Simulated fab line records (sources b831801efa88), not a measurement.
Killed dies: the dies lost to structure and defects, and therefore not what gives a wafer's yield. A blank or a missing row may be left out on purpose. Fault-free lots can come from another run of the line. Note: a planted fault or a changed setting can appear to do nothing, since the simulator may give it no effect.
Which tool was responsible? | flow sky130 | 11 lots, 33 wafers sampled, at 7 steps of a route of 708

== WHAT THE GAUGES READ, wafer by wafer ==
SKY_VIA1_OVL_MEAS_13. Usual: VIA1_OVL typically reads -2 nm, with standard deviation 5.9.
lot  | measured     | on         | VIA1_OVL (nm) | flag
L476 | day 33 14:26 | overlay-02 | 6 -7 -2       |
L477 | day 33 23:35 | overlay-02 | -3 -1 -3      |
L478 | day 35 07:43 | overlay-01 | -3 -4 -3      |
L480 | day 35 09:11 | overlay-01 | -3 2 -2       |
L479 | day 35 11:04 | overlay-02 | -5 -3 -7      |
L487 | day 37 11:31 | overlay-02 | 0 -9 -3       |
L490 | day 38 11:56 | overlay-02 | 0 2 0         |
L491 | day 38 18:52 | overlay-01 | 11 3 4        |
L492 | day 39 01:40 | overlay-02 | 9 12 -1       |
L495 | day 40 04:22 | overlay-01 | -9 -8 -3      |
L499 | day 41 22:35 | overlay-02 | -12 -7 -12    |

SKY_VIA2_RS_MEAS_22: a four-point-probe measurement. Usual: VIA2_W_RS typically reads 0.2756 ohm/sq, with standard deviation 0.0025.
lot  | measured     | on            | VIA2_W_RS (ohm/sq)   | flag
L476 | day 35 22:51 | film-metro-03 | 0.2703 0.2730 0.2752 |
L477 | day 36 08:31 | film-metro-03 | 0.2767 0.2739 0.2791 |
L478 | day 37 15:56 | film-metro-03 | 0.2758 0.2794 0.2771 |
L480 | day 37 17:38 | film-metro-02 | 0.2736 0.2743 0.2736 |
L479 | day 37 19:23 | film-metro-03 | 0.2808 0.2764 0.2771 |
L487 | day 39 19:10 | film-metro-03 | 0.2765 0.3862 0.2760 | OFF
L490 | day 40 17:31 | film-metro-02 | 0.2750 0.2728 0.2727 |
L491 | day 41 00:04 | film-metro-02 | 0.3792 0.3722 0.2717 | OFF
L492 | day 41 06:59 | film-metro-03 | 0.2739 0.2720 0.2722 |
L495 | day 42 09:13 | film-metro-03 | 0.2816 0.2806 0.2799 |
L499 | day 44 00:20 | film-metro-03 | 0.2808 0.2773 0.2782 |

SKY_VIA2_THK_MEAS_23: measures by xrf. Usual: VIA2_W_THK typically reads 431 nm, with standard deviation 4.1.
lot  | measured     | on            | VIA2_W_THK (nm) | flag
L476 | day 35 22:57 | film-metro-03 | 439 435 430     |
L477 | day 36 08:38 | film-metro-03 | 432 434 428     |
L478 | day 37 16:04 | film-metro-03 | 431 429 431     |
L480 | day 37 17:45 | film-metro-02 | 425 423 429     |
L479 | day 37 19:31 | film-metro-03 | 428 435 435     |
L487 | day 39 19:17 | film-metro-03 | 435 307 431     | OFF
L490 | day 40 17:38 | film-metro-02 | 436 440 438     |
L491 | day 41 00:10 | film-metro-02 | 310 316 434     | OFF
L492 | day 41 07:06 | film-metro-03 | 436 437 440     |
L495 | day 42 09:20 | film-metro-03 | 427 430 427     |
L499 | day 44 00:27 | film-metro-03 | 427 431 429     |

SKY_CAPM_OVL_MEAS_12. Usual: CAPM_OVL typically reads 0.2 nm, with standard deviation 1.2.
lot  | measured     | on         | CAPM_OVL (nm)  | flag
L476 | day 37 01:22 | overlay-01 | -0.2 -1.5 0.2  |
L477 | day 37 11:42 | overlay-01 | -1.5 0.5 -1.6  |
L478 | day 38 17:38 | overlay-01 | 1.9 -0.5 0.5   |
L480 | day 38 20:13 | overlay-01 | -1.1 1.2 0.8   |
L479 | day 38 21:05 | overlay-01 | 0.5 -1.1 -0.8  |
L487 | day 40 19:33 | overlay-02 | 1.2 0.0 1.3    |
L490 | day 41 18:17 | overlay-01 | 0.6 -1.3 0.2   |
L491 | day 42 00:38 | overlay-01 | -0.4 -0.3 -0.4 |
L492 | day 42 07:32 | overlay-01 | 1.1 -0.2 1.7   |
L495 | day 43 09:36 | overlay-02 | 2.2 -1.1 -0.5  |
L499 | day 44 22:32 | overlay-02 | 0.0 0.2 -0.2   |

== TOOL THAT RAN EACH LOT (tool first, then ch and the chambers of the sampled wafers, then the start) ==
lot  | SKY_METAL2_SPUTTER_04        | SKY_VIA2_CVD_21               | SKY_VIA2_CMP_24
L476 | pvd-sputter-03, day 33 15:52 | cvd-w-01 ch 0,1, day 35 22:44 | cmp-02 ch 1,2, day 35 22:59
L477 | pvd-sputter-04, day 34 01:01 | cvd-w-01 ch 0,1, day 36 08:22 | cmp-02 ch 0,3, day 36 08:45
L478 | pvd-sputter-01, day 35 09:09 | cvd-w-01 ch 0,1, day 37 15:49 | cmp-02 ch 1,3, day 37 16:10
L480 | pvd-sputter-03, day 35 10:37 | cvd-w-01 ch 0,1, day 37 17:29 | cmp-01 ch 0,1,2, day 37 17:54
L479 | pvd-sputter-01, day 35 12:30 | cvd-w-02 ch 0,1, day 37 19:16 | cmp-02 ch 1,2,3, day 37 19:34
L487 | pvd-sputter-01, day 37 12:58 | cvd-w-01 ch 0,1, day 39 19:02 | cmp-01 ch 0,1,2, day 39 19:23
L490 | pvd-sputter-03, day 38 13:22 | cvd-w-02 ch 0, day 40 17:22   | cmp-01 ch 0,3, day 40 17:41
L491 | pvd-sputter-01, day 38 20:20 | cvd-w-01 ch 0,1, day 40 23:55 | cmp-02 ch 1,3, day 41 00:13
L492 | pvd-sputter-03, day 39 03:07 | cvd-w-02 ch 0,1, day 41 06:50 | cmp-01 ch 1,3, day 41 07:09
L495 | pvd-sputter-01, day 40 05:49 | cvd-w-02 ch 0,1, day 42 09:05 | cmp-02 ch 0,3, day 42 09:55
L499 | pvd-sputter-01, day 42 00:01 | cvd-w-02 ch 0,1, day 44 00:11 | cmp-02 ch 0,1,2, day 44 00:30
- SKY_METAL2_SPUTTER_04: material TiN, target thk 70 nm, time 58.3 s.
- SKY_VIA2_CVD_21: deposits W, target thk 420 nm, time 126.4 s.
- SKY_VIA2_CMP_24: polishes, stops on SiO2, t overpolish 20 s, target thk 0 nm.

== AS READ BY THE TOOLS THEMSELVES (means over the sampled wafers that have a number; for cases with no such wafer, the mark the record gives instead) ==
SKY_METAL2_SPUTTER_04. Usual: throttle-valve-pct at 30.5 %, with a standard deviation of 0.83.
lot  | tool           | throttle-valve-pct (%) | flag
L476 | pvd-sputter-03 | 29.2                   |
L477 | pvd-sputter-04 | 30.5                   |
L478 | pvd-sputter-01 | 31.0                   |
L480 | pvd-sputter-03 | 30.1                   |
L479 | pvd-sputter-01 | 31.0                   |
L487 | pvd-sputter-01 | 30.8                   |
L490 | pvd-sputter-03 | 29.7                   |
L491 | pvd-sputter-01 | 30.9                   |
L492 | pvd-sputter-03 | 29.7                   |
L495 | pvd-sputter-01 | 30.9                   |
L499 | pvd-sputter-01 | 31.0                   |

SKY_VIA2_CVD_21. Usual: chamber-pressure-Torr 40.02 Torr, standard deviation 0.088; heater-power-w 816 W, standard deviation 87.
lot  | tool     | chamber-pressure-Torr (Torr) | heater-power-w (W) | flag
L476 | cvd-w-01 | 40.02                        | 898                |
L477 | cvd-w-01 | 39.97                        | 958                |
L478 | cvd-w-01 | 39.95                        | 943                |
L480 | cvd-w-01 | 40.08                        | 934                |
L479 | cvd-w-02 | 39.99                        | 734                |
L487 | cvd-w-01 | 40.02                        | 867                |
L490 | cvd-w-02 | 40.08                        | 728                |
L491 | cvd-w-01 | 39.97                        | 836                |
L492 | cvd-w-02 | 40.07                        | 741                |
L495 | cvd-w-02 | 40.12                        | 735                |
L499 | cvd-w-02 | 39.99                        | 738                |

SKY_VIA2_CMP_24. Usual: motor-current-A 11.3 A, standard deviation 1; platen-rpm 60.00 rpm, standard deviation 0.039; time-to-endpoint-s 100 s, standard deviation 3.3.
lot  | tool   | motor-current-A (A) | platen-rpm (rpm) | time-to-endpoint-s (s) | flag
L476 | cmp-02 | 10.6                | 59.98            | 99                     |
L477 | cmp-02 | 11.9                | 59.96            | 99                     |
L478 | cmp-02 | 11.4                | 59.98            | 100                    |
L480 | cmp-01 | 11.7                | 60.03            | 99                     |
L479 | cmp-02 | 11.0                | 60.01            | 99                     |
L487 | cmp-01 | 11.6                | 60.02            | 90                     | OFF
L490 | cmp-01 | 10.5                | 60.02            | 100                    |
L491 | cmp-02 | 10.4                | 60.00            | 82                     | OFF
L492 | cmp-01 | 11.3                | 60.00            | 103                    |
L495 | cmp-02 | 12.0                | 59.96            | 102                    |
L499 | cmp-02 | 10.8                | 60.00            | 106                    |

== THE ANSWER, worked out from the rows above alone ==
Rule: take the mean of a lot's wafers that have a number; if it is more than 3 standard deviations from the usual mean, the lot is off. Also off: a lot with no number at a reading for which 4 or more lots have one. Any other lot the step has rows for is counted as sound. Order of review: gauges by route order, followed by the tools' own readings, for which a lot's mean as printed above is used. At the first step where some lot is off, the reading lying furthest off is the one used; lots without a number count as furthest.
Off: L487, L491, at SKY_VIA2_RS_MEAS_22 (VIA2_W_RS).
If a tool, at a process step before that reading, ran all the lots that are off and no sound lot after the first of them, it fits. Not tried: the gauges at SKY_VIA2_RS_MEAS_22; whatever is off there is also off at SKY_VIA2_CMP_24, on other tools, and gauge error can't account for it. One fits: cvd-w-01 at SKY_VIA2_CVD_21. A fault onset in the window from L480 (day 37 17:29, its last sound lot) to L487 (day 39 19:02, its first lot off) fits.

== WHAT THE SIMULATOR HAD INSERTED ==
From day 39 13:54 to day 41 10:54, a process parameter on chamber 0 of cvd-w-01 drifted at SKY_VIA2_CVD_21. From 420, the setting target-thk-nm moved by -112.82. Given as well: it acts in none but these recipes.
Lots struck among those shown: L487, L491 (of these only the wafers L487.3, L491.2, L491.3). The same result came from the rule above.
